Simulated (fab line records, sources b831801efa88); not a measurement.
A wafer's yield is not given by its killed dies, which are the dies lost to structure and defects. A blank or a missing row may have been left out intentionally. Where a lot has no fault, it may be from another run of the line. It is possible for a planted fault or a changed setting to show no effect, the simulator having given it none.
Which of the tools did it?	flow sky130	11 lots, 33 wafers sampled, at 6 steps of a route of 708

== WHAT EACH GAUGE READ, for each wafer ==
SKY_LDD_N_TW_MEAS_17.
lot	measured	on	LDD_N_TW
L818	day 17 12:47	film metro-02	2577 2558 2574
L819	day 18 01:42	film metro-02	2543 2552 2551
L820	day 18 12:50	film metro-01	2596 2602 2604
L821	day 18 17:11	film metro-02	2566 2550 2567
L824	day 20 03:57	film metro-01	2679 2665 2685 2684 2679 2691
L826	day 21 22:10	film metro-02	2576 2575 2573
L830	day 22 14:11	film metro-02	2661 2678 2680 2671 2680 2680
L836	day 24 15:25	film metro-01	2603 2595 2606
L838	day 25 08:53	film metro-03	2623 2604 2595
L840	day 25 18:24	film metro-01	2587 2596 2619
L841	day 25 22:11	film metro-01	2616 2605 2607

SKY_RES_XHIGH_TW_MEAS_09.
lot	measured	on	RES_XHIGH_TW
L818	day 26 09:00	film metro-03	1655 1653 1653
L819	day 27 03:26	film metro-04	1646 1636 1637
L820	day 27 09:58	film metro-04	1629 1640 1633
L821	day 27 14:31	film metro-01	1634 1630 1645
L824	day 28 23:16	film metro-04	1642 1641 1630
L826	day 30 11:29	film metro-03	1635 1644 1649
L830	day 31 03:38	film metro-04	1629 1639 1638
L836	day 33 00:12	film metro-01	1639 1635 1644
L838	day 33 15:53	film metro-03	1667 1655 1653
L840	day 34 00:37	film metro-01	1636 1627 1629
L841	day 34 02:59	film metro-04	1640 1638 1632

SKY_SD_N_RS_MEAS_18: the measuring method here is four-point-probe.
lot	measured	on	RES_XHIGH_RS (ohm/sq)
L818	day 27 15:03	film metro-04	331.1 331.0 333.0
L819	day 28 09:01	film metro-01	331.5 333.4 332.1
L820	day 28 15:29	film metro-04	335.6 334.0 335.2
L821	day 28 20:21	film metro-03	331.8 331.5 332.8
L824	day 30 03:30	film metro-03	334.6 334.2 335.7
L826	day 31 15:38	film metro-04	334.8 334.3 334.4
L830	day 32 07:03	film metro-04	335.4 335.4 334.8
L836	day 34 03:52	film metro-01	331.4 332.1 331.6
L838	day 34 19:19	film metro-03	333.0 333.6 332.8
L840	day 35 04:08	film metro-03	334.6 334.0 334.9
L841	day 35 06:26	film metro-03	335.2 334.6 334.2

== TOOL THAT RAN EACH LOT (tool first, then ch and the chambers of the sampled wafers, then the start) ==
lot	SKY_LDD_N_IMPLANT_10	SKY_LDD_N_STRIP_16	SKY_POLY_CUT_ETCH_10
L818	implanter-04 ch 0, day 17 11:49	plasma asher-04 ch 0,1, day 17 12:41	rie diel-01 ch 0,1,2, day 23 21:58
L819	implanter-02 ch 0, day 18 00:44	plasma asher-02 ch 0,1, day 18 01:37	rie diel-02 ch 0,1,2, day 24 16:22
L820	implanter-04 ch 0, day 18 11:50	plasma asher-01 ch 0,1, day 18 12:44	rie diel-02 ch 1,2,3, day 24 23:46
L821	implanter-01 ch 0, day 18 16:11	plasma asher-01 ch 1, day 18 17:05	rie diel-02 ch 2,3, day 25 04:00
L824	implanter-01 ch 0, day 20 02:38	plasma asher-02 ch 0,1, day 20 03:51	rie diel-02 ch 0,2, day 26 13:28
L826	implanter-02 ch 0, day 21 21:10	plasma asher-04 ch 1, day 21 22:04	rie diel-04 ch 1,3, day 28 03:07
L830	implanter-02 ch 0, day 22 12:52	plasma asher-02 ch 0,1, day 22 14:05	rie diel-01 ch 0,2,3, day 28 20:39
L836	implanter-01 ch 0, day 24 14:28	plasma asher-01 ch 0,1, day 24 15:19	rie diel-04 ch 1,2, day 30 16:55
L838	implanter-04 ch 0, day 25 07:55	plasma asher-02 ch 0,1, day 25 08:48	rie diel-02 ch 0,1,2, day 31 09:51
L840	implanter-04 ch 0, day 25 17:24	plasma asher-02 ch 0,1, day 25 18:18	rie diel-04 ch 1,3, day 31 18:40
L841	implanter-02 ch 0, day 25 21:11	plasma asher-04 ch 0,1, day 25 22:05	rie diel-04 ch 0,3, day 31 21:01
- SKY_LDD_N_IMPLANT_10
- SKY_LDD_N_STRIP_16: strips in O2/N2.
- SKY_POLY_CUT_ETCH_10: etches BARC in N2/H2, stops on SiO2, time 45.9 s, target depth 60 nm.

== AS READ BY THE TOOLS THEMSELVES (means over the sampled wafers that have a number; for cases with no such wafer, the mark the record gives instead) ==
SKY_LDD_N_STRIP_16.
lot	tool	drypump motor current A (A)	oes product au (a.u.)	strip time to endpoint s (s)
L818	plasma asher-04	5.9	0.408	4.323
L819	plasma asher-02	5.5	0.404	4.315
L820	plasma asher-01	5.6	0.407	4.333
L821	plasma asher-01	5.7	0.403	4.315
L824	plasma asher-02	5.6	0.410	4.525
L826	plasma asher-04	5.0	0.407	4.327
L830	plasma asher-02	5.6	0.410	4.532
L836	plasma asher-01	5.6	0.406	4.334
L838	plasma asher-02	5.6	0.411	4.315
L840	plasma asher-02	5.5	0.407	4.345
L841	plasma asher-04	5.9	0.406	4.326

SKY_POLY_CUT_ETCH_10.
lot	tool	drypump motor current A (A)	oes product au (a.u.)	rf fwd power W (W)	throttle valve pct (%)
L818	rie diel-01	5.6	0.855	495.2	13.220
L819	rie diel-02	6.1	0.860	494.3	13.217
L820	rie diel-02	5.9	0.855	495.6	13.220
L821	rie diel-02	6.1	0.855	494.0	13.233
L824	rie diel-02	6.4	0.852	491.7	13.219
L826	rie diel-04	5.8	0.854	496.0	13.223
L830	rie diel-01	5.5	0.854	496.7	13.219
L836	rie diel-04	5.6	0.856	493.9	13.227
L838	rie diel-02	6.1	0.854	492.8	13.226
L840	rie diel-04	5.8	0.859	495.7	13.234
L841	rie diel-04	5.0	0.857	492.7	13.218

== THE ANSWER, worked out from the rows above alone ==
Rule: usual is defined by the lots themselves. Put in order of their means at a reading, lots are off if they are a third of the lots or fewer, leave a main group of 4 or more, and stand apart from it by a gap of 3 or more times the standard deviation of the main group's means; of several such gaps the widest counts. A main group whose means are all the same, to the digits that the tables above print for the reading, isn't used. A lot without any number at a reading at which 4 lots or more have one is off too. Where the step has rows for the other lots, those lots are counted as sound. After the gauges, taken in route order, come the tools' own readings; for these a lot's mean is taken, as printed above. The first step at which some lot is off is used, and at that step the reading that is off furthest; a lot without a number counts as furthest.
Off: L824, L830, seen at SKY_LDD_N_TW_MEAS_17 (LDD_N_TW). The main group: mean 2586, standard deviation 21.
A tool fits if, at a process step before that reading, it ran every lot that is off, and no sound lot after the first of them. Not tried: the gauges at SKY_LDD_N_TW_MEAS_17; whatever is off there is also off at SKY_LDD_N_STRIP_16, on other tools, and gauge error can't account for it. No candidate that was tried fits.

== WHAT HAD BEEN PUT IN BY THE SIMULATOR ==
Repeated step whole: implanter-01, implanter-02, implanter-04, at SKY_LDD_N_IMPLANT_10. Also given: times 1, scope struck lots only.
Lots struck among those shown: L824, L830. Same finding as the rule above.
